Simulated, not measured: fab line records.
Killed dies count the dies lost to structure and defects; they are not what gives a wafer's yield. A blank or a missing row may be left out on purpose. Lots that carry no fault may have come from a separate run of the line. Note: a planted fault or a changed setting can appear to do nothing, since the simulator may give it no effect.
fab line records :: flow sfq-line
[record]
  lots = 6
  wafers = 18
  last-day = 81
route steps=325 shown M6@263 I6@266
lots with no fault: from the same line, run without faults
start-h: hours from the record's opening day to when the first of the lot's shown wafers began :: wait-h: hours from the lot's prior step to this one :: " identical to the entry in the row above :: L1.1+2: a row that stands for several wafers :: - no value, or no start was given :: * or withheld: withheld :: < > ~ a bound
route shown NAME@n: names a module that has steps shown in the file, with the first one's number in the route :: usual: mean/standard deviation taken from wafers without a fault :: same: alike in all rows :: chamber/n: place in a boat :: sites: per-site readings :: _std_site: standard deviation across them :: _edge_site: the outer-site mean with the inner-site mean subtracted :: radius-mm: for every site, how far away it sits from the centre of the wafer :: mask NAME#n: copy n :: behind: the most recent tool/chamber to have shaped the wafer :: hold: cause of the lot's hold/its duration in hours/its outcome :: device: the transistor (n, p or np) that didn't switch :: end of line: the route-end tests of the same wafers :: step lacking rows: just its recipe :: killed: not the wafer's yield, but the dies lost to structure and defects at the first sort :: map: the dies of a wafer, with x for killed, . for not killed, _ for no die there
set.NAME: the run value of the setting; set.NAME@STEP: its run value at that earlier step :: model.NAME: the simulator's own value behind a step, which no gauge read
a table for each step, a row for each wafer; lots at some steps of the route
services: from which hour (start-h, from the record's first day; less than 0 if before it) a tool's chamber was out of use, for how many hours, and why
[[steps]]
[step SFQ_TRILAYER_M6_ETCH_METAL_ETCH_162]
[recipe]
  target = Nb
  stop-on = SiO2
  mask-material = PR
  chemistry = Cl2/Ar
  target-depth-nm = 240
  icp-w = 600
  bias-w = 80
  pressure-mtorr = 10
  time-s = 120
[usual]
  drypump-motor-current-A = 5.9/0.37
  oes-product-au = 0.894/0.0084
lot.wafer: L256.1
tool: rie-metal-02
chamber: 0
start-h: 1433.64
wait-h: 0.0
drypump-motor-current-A: 6.3
oes-product-au: 0.888
rf-hours-counter-h: 97

lot.wafer: L256.2
tool: rie-metal-02
chamber: 1
start-h: 1433.64
wait-h: 0.0
drypump-motor-current-A: 6.2
oes-product-au: 0.879
rf-hours-counter-h: 24

lot.wafer: L256.5
tool: rie-metal-02
chamber: 0
start-h: 1433.64
wait-h: 0.0
drypump-motor-current-A: 6.4
oes-product-au: 0.889
rf-hours-counter-h: -

lot.wafer: L261.2
tool: rie-metal-04
chamber: 1
start-h: 1438.44
wait-h: 0.0
drypump-motor-current-A: 5.8
oes-product-au: 0.903
rf-hours-counter-h: 50

lot.wafer: L261.4
tool: rie-metal-04
chamber: 0
start-h: 1438.44
wait-h: 0.0
drypump-motor-current-A: 5.3
oes-product-au: 0.899
rf-hours-counter-h: -

lot.wafer: L261.5
tool: rie-metal-04
chamber: 0
start-h: 1438.44
wait-h: 0.0
drypump-motor-current-A: 5.2
oes-product-au: 0.891
rf-hours-counter-h: -

lot.wafer: L262.1
tool: rie-metal-04
chamber: 1
start-h: 1586.11
wait-h: 0.0
drypump-motor-current-A: 5.8
oes-product-au: 0.887
rf-hours-counter-h: 70

lot.wafer: L262.5
tool: rie-metal-04
chamber: 0
start-h: 1586.11
wait-h: 0.0
drypump-motor-current-A: 5.2
oes-product-au: 0.897
rf-hours-counter-h: -

lot.wafer: L262.6
tool: rie-metal-04
chamber: 1
start-h: 1586.11
wait-h: 0.0
drypump-motor-current-A: 5.8
oes-product-au: 0.890
rf-hours-counter-h: -

lot.wafer: L270.1
tool: rie-metal-02
chamber: 0
start-h: 1620.56
wait-h: 0.0
drypump-motor-current-A: 6.4
oes-product-au: 0.883
rf-hours-counter-h: 123

lot.wafer: L270.2
tool: rie-metal-02
chamber: 1
start-h: 1620.56
wait-h: 0.0
drypump-motor-current-A: 6.2
oes-product-au: 0.893
rf-hours-counter-h: 47

lot.wafer: L270.3
tool: rie-metal-02
chamber: 0
start-h: 1620.56
wait-h: 0.0
drypump-motor-current-A: 6.4
oes-product-au: 0.893
rf-hours-counter-h: -

lot.wafer: L271.2
tool: rie-metal-02
chamber: 0
start-h: 1654.91
wait-h: 0.0
drypump-motor-current-A: 6.4
oes-product-au: 0.910
rf-hours-counter-h: 127

lot.wafer: L271.3
tool: rie-metal-02
chamber: 1
start-h: 1654.91
wait-h: 0.0
drypump-motor-current-A: 6.2
oes-product-au: 0.913
rf-hours-counter-h: -

lot.wafer: L271.6
tool: rie-metal-02
chamber: 0
start-h: 1654.91
wait-h: 0.0
drypump-motor-current-A: 6.4
oes-product-au: 0.915
rf-hours-counter-h: -

lot.wafer: L275.1
tool: rie-metal-04
chamber: 1
start-h: 1764.83
wait-h: 0.0
drypump-motor-current-A: 5.8
oes-product-au: 0.889
rf-hours-counter-h: 94

lot.wafer: L275.2
tool: rie-metal-04
chamber: 0
start-h: 1764.83
wait-h: 0.0
drypump-motor-current-A: 5.2
oes-product-au: 0.887
rf-hours-counter-h: 31

lot.wafer: L275.6
tool: rie-metal-04
chamber: 1
start-h: 1764.83
wait-h: 0.0
drypump-motor-current-A: 5.8
oes-product-au: 0.883
rf-hours-counter-h: -
[step SFQ_TRILAYER_M6_STRIP_STRIP_163]
[recipe]
  gas = O2
  power-w = 200
  platen-temp-c = 40
  overash-fraction = 0.65
  chemistry = O2
  pressure-mtorr = 50
[usual]
  drypump-motor-current-A = 5.9/0.37
  oes-product-au = 1.001/0.009
[same]
  overash-fraction = 0.65
lot.wafer: L256.1
tool: rie-metal-02
chamber: 0
start-h: 1433.76
wait-h: 0.1
drypump-motor-current-A: 6.4
oes-product-au: 1.002
rf-hours-counter-h: 97

lot.wafer: L256.2
tool: rie-metal-02
chamber: 1
start-h: 1433.76
wait-h: 0.1
drypump-motor-current-A: 6.3
oes-product-au: 1.003
rf-hours-counter-h: 24

lot.wafer: L256.5
tool: rie-metal-02
chamber: 0
start-h: 1433.76
wait-h: 0.1
drypump-motor-current-A: 6.4
oes-product-au: 0.993
rf-hours-counter-h: -

lot.wafer: L261.2
tool: rie-metal-04
chamber: 1
start-h: 1438.56
wait-h: 0.1
drypump-motor-current-A: 5.9
oes-product-au: 0.994
rf-hours-counter-h: 50

lot.wafer: L261.4
tool: rie-metal-04
chamber: 0
start-h: 1438.56
wait-h: 0.1
drypump-motor-current-A: 5.3
oes-product-au: 1.001
rf-hours-counter-h: -

lot.wafer: L261.5
tool: rie-metal-04
chamber: 0
start-h: 1438.56
wait-h: 0.1
drypump-motor-current-A: 5.3
oes-product-au: 0.997
rf-hours-counter-h: -

lot.wafer: L262.1
tool: rie-metal-04
chamber: 1
start-h: 1586.24
wait-h: 0.1
drypump-motor-current-A: 5.9
oes-product-au: 1.000
rf-hours-counter-h: 70

lot.wafer: L262.5
tool: rie-metal-04
chamber: 0
start-h: 1586.24
wait-h: 0.1
drypump-motor-current-A: 5.2
oes-product-au: 1.006
rf-hours-counter-h: -

lot.wafer: L262.6
tool: rie-metal-04
chamber: 1
start-h: 1586.24
wait-h: 0.1
drypump-motor-current-A: 5.9
oes-product-au: 1.004
rf-hours-counter-h: -

lot.wafer: L270.1
tool: rie-metal-02
chamber: 0
start-h: 1620.68
wait-h: 0.1
drypump-motor-current-A: 6.4
oes-product-au: 1.004
rf-hours-counter-h: 123

lot.wafer: L270.2
tool: rie-metal-02
chamber: 1
start-h: 1620.68
wait-h: 0.1
drypump-motor-current-A: 6.2
oes-product-au: 0.996
rf-hours-counter-h: 47

lot.wafer: L270.3
tool: rie-metal-02
chamber: 0
start-h: 1620.68
wait-h: 0.1
drypump-motor-current-A: 6.4
oes-product-au: 0.999
rf-hours-counter-h: -

lot.wafer: L271.2
tool: rie-metal-02
chamber: 0
start-h: 1655.03
wait-h: 0.1
drypump-motor-current-A: 6.4
oes-product-au: 0.994
rf-hours-counter-h: 127

lot.wafer: L271.3
tool: rie-metal-02
chamber: 1
start-h: 1655.03
wait-h: 0.1
drypump-motor-current-A: 6.2
oes-product-au: 0.989
rf-hours-counter-h: -

lot.wafer: L271.6
tool: rie-metal-02
chamber: 0
start-h: 1655.03
wait-h: 0.1
drypump-motor-current-A: 6.4
oes-product-au: 0.992
rf-hours-counter-h: -

lot.wafer: L275.1
tool: rie-metal-04
chamber: 1
start-h: 1764.96
wait-h: 0.1
drypump-motor-current-A: 5.9
oes-product-au: 1.003
rf-hours-counter-h: 94

lot.wafer: L275.2
tool: rie-metal-04
chamber: 0
start-h: 1764.96
wait-h: 0.1
drypump-motor-current-A: 5.3
oes-product-au: 1.000
rf-hours-counter-h: 31

lot.wafer: L275.6
tool: rie-metal-04
chamber: 1
start-h: 1764.96
wait-h: 0.1
drypump-motor-current-A: 5.8
oes-product-au: 1.010
rf-hours-counter-h: -
[step SFQ_TRILAYER_M6_STRIP_SOLV_CLEAN_164]
[recipe]
  chemistry = NMP
  temp-c = 70
  time-s = 600
[step SFQ_TRILAYER_I6_DEP_PECVD_165]
[recipe]
  material = SiO2
  temp-c = 150
  time-s = 111.11
  pressure-torr = 2.4
  rf-w = 183.3
  precursor = SiH4/N2O
  target-thk-nm = 500
[usual]
  heater-power-w = 83/15
  showerhead-vpp-V = 843/64
  throttle-valve-pct = 25.7/2.2
lot.wafer: L256.1
tool: pecvd-04
chamber: 0
start-h: 1434.54
wait-h: 0.0
heater-power-w: 80
showerhead-vpp-V: 973
since-wet-clean-h: 104
throttle-valve-pct: 22.8

lot.wafer: L256.2
tool: pecvd-04
chamber: 1
start-h: 1434.54
wait-h: 0.0
heater-power-w: 99
showerhead-vpp-V: 769
since-wet-clean-h: 104
throttle-valve-pct: 23.7

lot.wafer: L256.5
tool: pecvd-04
chamber: 0
start-h: 1434.54
wait-h: 0.0
heater-power-w: 85
showerhead-vpp-V: 968
since-wet-clean-h: -
throttle-valve-pct: 23.0

lot.wafer: L261.2
tool: pecvd-02
chamber: 0
start-h: 1439.34
wait-h: 0.0
heater-power-w: 66
showerhead-vpp-V: 903
since-wet-clean-h: 1231
throttle-valve-pct: 25.7

lot.wafer: L261.4
tool: pecvd-02
chamber: 0
start-h: 1439.34
wait-h: 0.0
heater-power-w: 70
showerhead-vpp-V: 902
since-wet-clean-h: -
throttle-valve-pct: 25.6

lot.wafer: L261.5
tool: pecvd-02
chamber: 2
start-h: 1439.34
wait-h: 0.0
heater-power-w: 46
showerhead-vpp-V: 792
since-wet-clean-h: -
throttle-valve-pct: 25.8

lot.wafer: L262.1
tool: pecvd-01
chamber: 0
start-h: 1587.01
wait-h: 0.0
heater-power-w: 79
showerhead-vpp-V: 828
since-wet-clean-h: 1009
throttle-valve-pct: 29.2

lot.wafer: L262.5
tool: pecvd-01
chamber: 1
start-h: 1587.01
wait-h: 0.0
heater-power-w: 76
showerhead-vpp-V: 826
since-wet-clean-h: -
throttle-valve-pct: 26.2

lot.wafer: L262.6
tool: pecvd-01
chamber: 2
start-h: 1587.01
wait-h: 0.0
heater-power-w: 95
showerhead-vpp-V: 828
since-wet-clean-h: -
throttle-valve-pct: 25.8

lot.wafer: L270.1
tool: pecvd-04
chamber: 1
start-h: 1621.46
wait-h: 0.0
heater-power-w: 96
showerhead-vpp-V: 753
since-wet-clean-h: 291
throttle-valve-pct: 24.7

lot.wafer: L270.2
tool: pecvd-04
chamber: 2
start-h: 1621.46
wait-h: 0.0
heater-power-w: 68
showerhead-vpp-V: 806
since-wet-clean-h: 291
throttle-valve-pct: 24.0

lot.wafer: L270.3
tool: pecvd-04
chamber: 0
start-h: 1621.46
wait-h: 0.0
heater-power-w: 84
showerhead-vpp-V: 980
since-wet-clean-h: 291
throttle-valve-pct: 23.5

lot.wafer: L271.2
tool: pecvd-01
chamber: 0
start-h: 1655.81
wait-h: 0.0
heater-power-w: 97
showerhead-vpp-V: 814
since-wet-clean-h: 1078
throttle-valve-pct: 29.1

lot.wafer: L271.3
tool: pecvd-01
chamber: 1
start-h: 1655.81
wait-h: 0.0
heater-power-w: 78
showerhead-vpp-V: 820
since-wet-clean-h: 1078
throttle-valve-pct: 26.5

lot.wafer: L271.6
tool: pecvd-01
chamber: 1
start-h: 1655.81
wait-h: 0.0
heater-power-w: 83
showerhead-vpp-V: 825
since-wet-clean-h: -
throttle-valve-pct: 26.4

lot.wafer: L275.1
tool: pecvd-02
chamber: 2
start-h: 1765.73
wait-h: 0.0
heater-power-w: 41
showerhead-vpp-V: 798
since-wet-clean-h: 65
throttle-valve-pct: 23.0

lot.wafer: L275.2
tool: pecvd-02
chamber: 0
start-h: 1765.73
wait-h: 0.0
heater-power-w: 75
showerhead-vpp-V: 904
since-wet-clean-h: 65
throttle-valve-pct: 23.0

lot.wafer: L275.6
tool: pecvd-02
chamber: 2
start-h: 1765.73
wait-h: 0.0
heater-power-w: 45
showerhead-vpp-V: 798
since-wet-clean-h: -
throttle-valve-pct: 23.4
[step SFQ_TRILAYER_I6_CMP_CMP_166]
[recipe]
  material = SiO2
  down-force-psi = 3
  platen-rpm = 60
  pad-velocity-m-s = 0.94248
[usual]
  motor-current-A = 10.0/1.2
  time-to-endpoint-s = 218/7.6
lot.wafer: L256.1
tool: cmp-01
chamber: 2
start-h: 1439.84
wait-h: 5.3
motor-current-A: 11.2
time-to-endpoint-s: 210

lot.wafer: L256.2
tool: cmp-01
chamber: 3
start-h: 1439.84
wait-h: 5.3
motor-current-A: 11.3
time-to-endpoint-s: 223

lot.wafer: L256.5
tool: cmp-01
chamber: 0
start-h: 1439.84
wait-h: 5.3
motor-current-A: 10.1
time-to-endpoint-s: 231

lot.wafer: L261.4
tool: cmp-01
chamber: 3
start-h: 1445.34
wait-h: 5.9
motor-current-A: 10.7
time-to-endpoint-s: 224

lot.wafer: L261.2
tool: cmp-01
chamber: 0
start-h: 1445.34
wait-h: 5.9
motor-current-A: 9.8
time-to-endpoint-s: 222

lot.wafer: L261.5
tool: cmp-01
chamber: 2
start-h: 1446.84
wait-h: 7.4
motor-current-A: 10.9
time-to-endpoint-s: 222

lot.wafer: L262.1
tool: cmp-02
chamber: 3
start-h: 1587.59
wait-h: 0.5
motor-current-A: 7.6
time-to-endpoint-s: 207

lot.wafer: L262.5
tool: cmp-02
chamber: 2
start-h: 1589.09
wait-h: 2.0
motor-current-A: 9.9
time-to-endpoint-s: 229

lot.wafer: L262.6
tool: cmp-02
chamber: 3
start-h: 1589.09
wait-h: 2.0
motor-current-A: 7.7
time-to-endpoint-s: 210

lot.wafer: L270.2
tool: cmp-02
chamber: 3
start-h: 1622.14
wait-h: 0.6
motor-current-A: 7.9
time-to-endpoint-s: 219

lot.wafer: L270.1
tool: cmp-02
chamber: 1
start-h: 1623.14
wait-h: 1.6
motor-current-A: 11.0
time-to-endpoint-s: 219

lot.wafer: L270.3
tool: cmp-02
chamber: 2
start-h: 1623.14
wait-h: 1.6
motor-current-A: 9.8
time-to-endpoint-s: 225

lot.wafer: L271.2
tool: cmp-02
chamber: 0
start-h: 1656.39
wait-h: 0.5
motor-current-A: 10.8
time-to-endpoint-s: 205

lot.wafer: L271.3
tool: cmp-02
chamber: 1
start-h: 1656.39
wait-h: 0.5
motor-current-A: 10.7
time-to-endpoint-s: 221

lot.wafer: L271.6
tool: cmp-02
chamber: 3
start-h: 1657.89
wait-h: 2.0
motor-current-A: 7.5
time-to-endpoint-s: 223

lot.wafer: L275.1
tool: cmp-02
chamber: 3
start-h: 1766.31
wait-h: 0.5
motor-current-A: 7.6
time-to-endpoint-s: 220

lot.wafer: L275.2
tool: cmp-02
chamber: 0
start-h: 1766.31
wait-h: 0.5
motor-current-A: 9.9
time-to-endpoint-s: 210

lot.wafer: L275.6
tool: cmp-02
chamber: 2
start-h: 1767.81
wait-h: 2.0
motor-current-A: 9.8
time-to-endpoint-s: 227
[step SFQ_I6_BOW_MEAS_941]
[recipe]
  mode = bow
[usual]
  I6_BOW = 5/11
lot.wafer: L256.1
tool: film-metro-01
chamber: -
start-h: 1441.84
wait-h: 1.5
I6_BOW[um]: 5

lot.wafer: L256.2
tool: film-metro-01
chamber: -
start-h: 1441.84
wait-h: 1.5
I6_BOW[um]: 2

lot.wafer: L256.5
tool: film-metro-01
chamber: -
start-h: 1441.84
wait-h: 1.5
I6_BOW[um]: -2

lot.wafer: L261.2
tool: film-metro-03
chamber: -
start-h: 1447.86
wait-h: 1.5
I6_BOW[um]: -8

lot.wafer: L261.4
tool: film-metro-03
chamber: -
start-h: 1447.86
wait-h: 1.5
I6_BOW[um]: -8

lot.wafer: L261.5
tool: film-metro-03
chamber: -
start-h: 1447.86
wait-h: 1.5
I6_BOW[um]: 13

lot.wafer: L262.1
tool: film-metro-01
chamber: -
start-h: 1590.09
wait-h: 2.0
I6_BOW[um]: -2

lot.wafer: L262.5
tool: film-metro-01
chamber: -
start-h: 1590.09
wait-h: 2.0
I6_BOW[um]: -10

lot.wafer: L262.6
tool: film-metro-01
chamber: -
start-h: 1590.09
wait-h: 2.0
I6_BOW[um]: 1

lot.wafer: L270.1
tool: film-metro-01
chamber: -
start-h: 1625.14
wait-h: 1.5
I6_BOW[um]: 12

lot.wafer: L270.2
tool: film-metro-01
chamber: -
start-h: 1625.14
wait-h: 1.5
I6_BOW[um]: 9

lot.wafer: L270.3
tool: film-metro-01
chamber: -
start-h: 1625.14
wait-h: 1.5
I6_BOW[um]: 19

lot.wafer: L271.2
tool: film-metro-03
chamber: -
start-h: 1658.91
wait-h: 2.0
I6_BOW[um]: 20

lot.wafer: L271.3
tool: film-metro-03
chamber: -
start-h: 1658.91
wait-h: 2.0
I6_BOW[um]: 4

lot.wafer: L271.6
tool: film-metro-03
chamber: -
start-h: 1658.91
wait-h: 2.0
I6_BOW[um]: 5

lot.wafer: L275.1
tool: film-metro-01
chamber: -
start-h: 1768.81
wait-h: 2.0
I6_BOW[um]: -3

lot.wafer: L275.2
tool: film-metro-01
chamber: -
start-h: 1768.81
wait-h: 2.0
I6_BOW[um]: -5

lot.wafer: L275.6
tool: film-metro-01
chamber: -
start-h: 1768.81
wait-h: 2.0
I6_BOW[um]: -4
[step SFQ_TRILAYER_I6_METRO_MEASURE_167]
[usual]
  thk-nm = 200.1/1.1
lot.wafer: L256.1
tool: film-metro-01
chamber: -
start-h: 1441.96
wait-h: 0.1
thk-nm: 201.5

lot.wafer: L256.2
tool: film-metro-01
chamber: -
start-h: 1441.96
wait-h: 0.1
thk-nm: 200.9

lot.wafer: L256.5
tool: film-metro-01
chamber: -
start-h: 1441.96
wait-h: 0.1
thk-nm: 201.2

lot.wafer: L261.2
tool: film-metro-03
chamber: -
start-h: 1448.16
wait-h: 0.3
thk-nm: 201.7

lot.wafer: L261.4
tool: film-metro-03
chamber: -
start-h: 1448.16
wait-h: 0.3
thk-nm: 200.3

lot.wafer: L261.5
tool: film-metro-03
chamber: -
start-h: 1448.16
wait-h: 0.3
thk-nm: 199.8

lot.wafer: L262.1
tool: film-metro-01
chamber: -
start-h: 1590.21
wait-h: 0.1
thk-nm: 200.4

lot.wafer: L262.5
tool: film-metro-01
chamber: -
start-h: 1590.21
wait-h: 0.1
thk-nm: 200.6

lot.wafer: L262.6
tool: film-metro-01
chamber: -
start-h: 1590.21
wait-h: 0.1
thk-nm: 199.6

lot.wafer: L270.1
tool: film-metro-01
chamber: -
start-h: 1625.26
wait-h: 0.1
thk-nm: 200.2

lot.wafer: L270.2
tool: film-metro-01
chamber: -
start-h: 1625.26
wait-h: 0.1
thk-nm: 198.7

lot.wafer: L270.3
tool: film-metro-01
chamber: -
start-h: 1625.26
wait-h: 0.1
thk-nm: 201.4

lot.wafer: L271.2
tool: film-metro-03
chamber: -
start-h: 1659.21
wait-h: 0.3
thk-nm: 198.5

lot.wafer: L271.3
tool: film-metro-03
chamber: -
start-h: 1659.21
wait-h: 0.3
thk-nm: 200.9

lot.wafer: L271.6
tool: film-metro-03
chamber: -
start-h: 1659.21
wait-h: 0.3
thk-nm: 198.9

lot.wafer: L275.1
tool: film-metro-01
chamber: -
start-h: 1768.93
wait-h: 0.1
thk-nm: 199.4

lot.wafer: L275.2
tool: film-metro-01
chamber: -
start-h: 1768.93
wait-h: 0.1
thk-nm: 198.6

lot.wafer: L275.6
tool: film-metro-01
chamber: -
start-h: 1768.93
wait-h: 0.1
thk-nm: 199.4
[step SFQ_TRILAYER_I6_VIA_LITHO_COAT_174]
[recipe]
  resist = BARC
  spin-rpm = 3000
  resist-thk-nm = 62
[step SFQ_TRILAYER_I6_VIA_LITHO_COAT_169]
[recipe]
  resist = KrF
  spin-rpm = 3000
  resist-thk-nm = 650
[step SFQ_TRILAYER_I6_VIA_LITHO_SOFTBAKE_173]
[recipe]
  temp-c = withheld
  time-s = withheld
  resist = KrF
[step SFQ_TRILAYER_I6_VIA_LITHO_EXPOSE_170]
[recipe]
  mask-id = I6
  na = 0.6
  source-shape = conventional
  sigma-outer = 0.65
  target-cd-nm = 700
  dose-mj = 21.3
[step SFQ_TRILAYER_I6_VIA_LITHO_PEB_172]
[recipe]
  peb-temp-c = 115
  peb-time-s = 60
  resist = KrF
[step SFQ_TRILAYER_I6_VIA_LITHO_DEVELOP_171]
[recipe]
  time-s = 60
  resist = KrF
[usual]
  chill-plate-temp-C = 23.01/0.11
  exhaust-pa = 45.1/1
lot.wafer: L256.1
tool: litho-track-01
chamber: 0
start-h: 1558.14
wait-h: 0.1
chill-plate-temp-C: 23.05
exhaust-pa: 45.0
model.KrF_of_TRILAYER_I6_VIA_LITHO_COAT_169.thk-nm: 623.8

lot.wafer: L256.2
tool: litho-track-01
chamber: 0
start-h: 1558.14
wait-h: 0.1
chill-plate-temp-C: 22.86
exhaust-pa: 43.2
model.KrF_of_TRILAYER_I6_VIA_LITHO_COAT_169.thk-nm: 624.6

lot.wafer: L256.5
tool: litho-track-01
chamber: 0
start-h: 1558.14
wait-h: 0.1
chill-plate-temp-C: 23.00
exhaust-pa: 44.8
model.KrF_of_TRILAYER_I6_VIA_LITHO_COAT_169.thk-nm: 624.2

lot.wafer: L261.2
tool: litho-track-02
chamber: -
start-h: 1565.49
wait-h: 0.1
chill-plate-temp-C: -
exhaust-pa: -
model.KrF_of_TRILAYER_I6_VIA_LITHO_COAT_169.thk-nm: 650

lot.wafer: L261.4
tool: litho-track-02
chamber: -
start-h: 1565.49
wait-h: 0.1
chill-plate-temp-C: -
exhaust-pa: -
model.KrF_of_TRILAYER_I6_VIA_LITHO_COAT_169.thk-nm: 651.6

lot.wafer: L261.5
tool: litho-track-02
chamber: -
start-h: 1565.49
wait-h: 0.1
chill-plate-temp-C: -
exhaust-pa: -
model.KrF_of_TRILAYER_I6_VIA_LITHO_COAT_169.thk-nm: 649.9

lot.wafer: L262.1
tool: litho-track-02
chamber: -
start-h: 1595.31
wait-h: 0.1
chill-plate-temp-C: -
exhaust-pa: -
model.KrF_of_TRILAYER_I6_VIA_LITHO_COAT_169.thk-nm: 649.6

lot.wafer: L262.5
tool: litho-track-02
chamber: -
start-h: 1595.31
wait-h: 0.1
chill-plate-temp-C: -
exhaust-pa: -
model.KrF_of_TRILAYER_I6_VIA_LITHO_COAT_169.thk-nm: 651.2

lot.wafer: L262.6
tool: litho-track-02
chamber: -
start-h: 1595.31
wait-h: 0.1
chill-plate-temp-C: -
exhaust-pa: -
model.KrF_of_TRILAYER_I6_VIA_LITHO_COAT_169.thk-nm: 651.2

lot.wafer: L270.1
tool: litho-track-02
chamber: 0
start-h: 1722.79
wait-h: 0.1
chill-plate-temp-C: 23.06
exhaust-pa: 45.6
model.KrF_of_TRILAYER_I6_VIA_LITHO_COAT_169.thk-nm: 625

lot.wafer: L270.2
tool: litho-track-02
chamber: 0
start-h: 1722.79
wait-h: 0.1
chill-plate-temp-C: 23.05
exhaust-pa: 45.1
model.KrF_of_TRILAYER_I6_VIA_LITHO_COAT_169.thk-nm: 626.4

lot.wafer: L270.3
tool: litho-track-02
chamber: 0
start-h: 1722.79
wait-h: 0.1
chill-plate-temp-C: 22.94
exhaust-pa: 44.3
model.KrF_of_TRILAYER_I6_VIA_LITHO_COAT_169.thk-nm: 627.8

lot.wafer: L271.2
tool: litho-track-02
chamber: 0
start-h: 1751.61
wait-h: 0.1
chill-plate-temp-C: 23.18
exhaust-pa: 46.2
model.KrF_of_TRILAYER_I6_VIA_LITHO_COAT_169.thk-nm: 622.7

lot.wafer: L271.3
tool: litho-track-02
chamber: 0
start-h: 1751.61
wait-h: 0.1
chill-plate-temp-C: 23.01
exhaust-pa: 45.2
model.KrF_of_TRILAYER_I6_VIA_LITHO_COAT_169.thk-nm: 624.3

lot.wafer: L271.6
tool: litho-track-02
chamber: 0
start-h: 1751.61
wait-h: 0.1
chill-plate-temp-C: 23.02
exhaust-pa: 47.0
model.KrF_of_TRILAYER_I6_VIA_LITHO_COAT_169.thk-nm: 624.1

lot.wafer: L275.1
tool: litho-track-02
chamber: 0
start-h: 1772.23
wait-h: 0.1
chill-plate-temp-C: 22.96
exhaust-pa: 44.5
model.KrF_of_TRILAYER_I6_VIA_LITHO_COAT_169.thk-nm: 620

lot.wafer: L275.2
tool: litho-track-02
chamber: 0
start-h: 1772.23
wait-h: 0.1
chill-plate-temp-C: 22.95
exhaust-pa: 45.0
model.KrF_of_TRILAYER_I6_VIA_LITHO_COAT_169.thk-nm: 619.7

lot.wafer: L275.6
tool: litho-track-02
chamber: 0
start-h: 1772.23
wait-h: 0.1
chill-plate-temp-C: 22.94
exhaust-pa: 47.4
model.KrF_of_TRILAYER_I6_VIA_LITHO_COAT_169.thk-nm: 619.7
[step SFQ_I6_OVL_MEAS_942]
[usual]
  I6_OVL = 3/4
lot.wafer: L256.1
tool: overlay-01
chamber: -
start-h: 1558.29
wait-h: 0.1
I6_OVL[nm]: 5

lot.wafer: L256.2
tool: overlay-01
chamber: -
start-h: 1558.29
wait-h: 0.1
I6_OVL[nm]: 5

lot.wafer: L256.5
tool: overlay-01
chamber: -
start-h: 1558.29
wait-h: 0.1
I6_OVL[nm]: 8

lot.wafer: L261.2
tool: overlay-01
chamber: -
start-h: 1565.62
wait-h: 0.1
I6_OVL[nm]: -

lot.wafer: L261.4
tool: overlay-01
chamber: -
start-h: 1565.62
wait-h: 0.1
I6_OVL[nm]: -

lot.wafer: L261.5
tool: overlay-01
chamber: -
start-h: 1565.62
wait-h: 0.1
I6_OVL[nm]: -

lot.wafer: L262.1
tool: overlay-01
chamber: -
start-h: 1595.46
wait-h: 0.1
I6_OVL[nm]: -

lot.wafer: L262.5
tool: overlay-01
chamber: -
start-h: 1595.46
wait-h: 0.1
I6_OVL[nm]: -

lot.wafer: L262.6
tool: overlay-01
chamber: -
start-h: 1595.46
wait-h: 0.1
I6_OVL[nm]: -

lot.wafer: L270.1
tool: overlay-01
chamber: -
start-h: 1722.94
wait-h: 0.1
I6_OVL[nm]: -3

lot.wafer: L270.2
tool: overlay-01
chamber: -
start-h: 1722.94
wait-h: 0.1
I6_OVL[nm]: 0

lot.wafer: L270.3
tool: overlay-01
chamber: -
start-h: 1722.94
wait-h: 0.1
I6_OVL[nm]: -2

lot.wafer: L271.2
tool: overlay-02
chamber: -
start-h: 1751.74
wait-h: 0.1
I6_OVL[nm]: 3

lot.wafer: L271.3
tool: overlay-02
chamber: -
start-h: 1751.74
wait-h: 0.1
I6_OVL[nm]: 2

lot.wafer: L271.6
tool: overlay-02
chamber: -
start-h: 1751.74
wait-h: 0.1
I6_OVL[nm]: -1

lot.wafer: L275.1
tool: overlay-02
chamber: -
start-h: 1772.38
wait-h: 0.1
I6_OVL[nm]: 3

lot.wafer: L275.2
tool: overlay-02
chamber: -
start-h: 1772.38
wait-h: 0.1
I6_OVL[nm]: 6

lot.wafer: L275.6
tool: overlay-02
chamber: -
start-h: 1772.38
wait-h: 0.1
I6_OVL[nm]: 7
[[services]]
tool: cmp-01
chamber: -
start-h: 1410.51
hours: 1.2
kind: repair

tool: cmp-02
chamber: -
start-h: 1415.65
hours: 3.3
kind: repair

tool: cmp-01
chamber: -
start-h: 1422.52
hours: 12.3
kind: repair

tool: pecvd-04
chamber: 2
start-h: 1428.86
hours: 26.6
kind: repair

tool: film-metro-01
chamber: -
start-h: 1432.74
hours: 0.9
kind: pm

tool: cmp-01
chamber: -
start-h: 1434.84
hours: 4.0
kind: pm

tool: film-metro-01
chamber: -
start-h: 1443.99
hours: 0.3
kind: pm

tool: rie-metal-04
chamber: 0
start-h: 1522.88
hours: 26.9
kind: repair

tool: rie-metal-04
chamber: -
start-h: 1526.55
hours: 2.8
kind: pm

tool: cmp-02
chamber: -
start-h: 1539.58
hours: 2.9
kind: pm

tool: film-metro-01
chamber: -
start-h: 1570.03
hours: 0.8
kind: pm

tool: rie-metal-02
chamber: 1
start-h: 1574.40
hours: 13.5
kind: repair

tool: cmp-02
chamber: -
start-h: 1600.44
hours: 4.0
kind: pm

tool: cmp-02
chamber: -
start-h: 1605.49
hours: 4.6
kind: pm

tool: film-metro-01
chamber: -
start-h: 1615.36
hours: 3.0
kind: pm

tool: cmp-02
chamber: -
start-h: 1631.31
hours: 1.8
kind: repair

tool: rie-metal-02
chamber: -
start-h: 1646.52
hours: 0.2
kind: repair

tool: film-metro-01
chamber: -
start-h: 1677.74
hours: 0.3
kind: pm

tool: rie-metal-02
chamber: -
start-h: 1682.48
hours: 1.4
kind: pm

tool: rie-metal-04
chamber: -
start-h: 1684.78
hours: 4.3
kind: pm

tool: film-metro-01
chamber: -
start-h: 1692.53
hours: 1.4
kind: pm

tool: film-metro-01
chamber: -
start-h: 1733.30
hours: 18.1
kind: pm

tool: cmp-02
chamber: -
start-h: 1761.90
hours: 0.8
kind: repair

tool: rie-metal-04
chamber: 0
start-h: 1766.39
hours: 15.0
kind: repair
[[key]]
[first-sign]
  step = SFQ_TRILAYER_I6_VIA_LITHO_DEVELOP_171
  reading = tool-record
  direction = missing
effect none on later readings
[model-effect]
  step = SFQ_TRILAYER_I6_VIA_LITHO_DEVELOP_171
  value = KrF_of_TRILAYER_I6_VIA_LITHO_COAT_169.thk-nm
  without = 625.2
  struck = 650.6
met-at SFQ_TRILAYER_I6_VIA_LITHO_DEVELOP_171
struck-wafers L261.2,L261.4,L261.5,L262.1,L262.5,L262.6
[fault]
  kind = skipped-step-whole
  tool = litho-track-02
  chamber = -
  onset-h = 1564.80
  steps = SFQ_TRILAYER_I6_VIA_LITHO_DEVELOP_171
  scope = struck-lots-only
